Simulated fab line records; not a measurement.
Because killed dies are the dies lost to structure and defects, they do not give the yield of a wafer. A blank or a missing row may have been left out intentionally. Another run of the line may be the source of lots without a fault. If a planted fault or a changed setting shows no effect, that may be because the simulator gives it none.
One fault seen from 2 desks	flow gf180mcu	each desk holds nothing but its own numbers, with what lay behind them at the end

== FOR THE TOOL OWNER'S DESK: cmp-01 ==
The tool's own readings at GF_V2_CMP_26 (polishes, stops on SiO2, t overpolish 15 s, target thk 0 nm): means of the sampled wafers that have a number, for each lot that ran on this tool. Marked OUT: a lot whose mean sits more than 4 standard deviations from the usual mean, which makes it out of limits; the brackets give that distance.
Columns: A = motorCurrentA at GF_V2_CMP_26, usual 10.8 A; B = overpolishRunS at GF_V2_CMP_26, usual 15.000 s; C = timeToEndpointS at GF_V2_CMP_26, usual 84 s
lot	first seen here	A	B	C
L866	day 20 06:37	10.4	15.000	80
L867	day 20 13:40	10.9	15.008	82
L868	day 21 02:16	10.3	15.002	81
L869	day 21 14:56	10.2	15.005	86
L871	day 22 08:40	11.0	15.004	83
L876	day 24 06:20	11.0	14.996	82
L877	day 24 07:58	10.1	15.003	85
L878	day 25 02:28	10.8	5.029 (-99 or more) OUT	118 (+11) OUT
L880	day 25 11:34	10.3	7.516 (-99 or more) OUT	106 (+7.0) OUT
This desk's verdict: out of limits on L878, L880, starting with L878 at day 25 02:28 (overpolishRunS at GF_V2_CMP_26). Within limits: L866, L867, L868, L869, L871, L876, L877.

== AT THE METROLOGY DESK ==
Means of the sampled wafers that have a number, per lot and without regard to the tool the lot ran on: this is what the gauges read. Marked OUT: a lot whose mean sits more than 4 standard deviations from the usual mean, which makes it out of limits; the brackets give that distance.
Columns: A = V2_BOW at GF_V2_BOW_MEAS_05, usual 98 um; B = V2_OVL at GF_V2_OVL_MEAS_15, usual -1 nm
lot	first seen here	A	B
L866	day 19 04:14	97	-5
L867	day 19 12:22	97	-1
L868	day 20 01:20	94	-7
L869	day 20 13:04	100	-5
L870	day 20 19:13	98	-5
L871	day 21 08:02	91	4
L872	day 21 18:38	102	5
L874	day 22 12:23	93	-5
L876	day 23 06:35	102	-2
L877	day 23 07:55	101	-3
L878	day 24 03:10	104	-6
L880	day 24 12:41	107	4
L888	day 26 19:14	101	-7
L889	day 27 01:59	96	-7
This desk's verdict: no lot among the 14 shows anything out of limits.

== ALL TOGETHER ==
The tool owner's desk could have raised an alarm at day 25 02:28, on L878, L880.
Metrology desk: nothing out of limits seen.
The metrology desk has L878, L880 on record, within its limits.
GF_V2_CMP_26 was run on cmp-01 by each of the lots named.

== WHAT THE SIMULATOR HAD INSERTED ==
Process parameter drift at GF_V2_CMP_26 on cmp-01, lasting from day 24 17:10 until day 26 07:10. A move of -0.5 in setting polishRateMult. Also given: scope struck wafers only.
Lots struck among those shown: L878, L880.
Delay in hours, fault start to first out-of-limits reading, by desk: the tool owner's desk at 9.
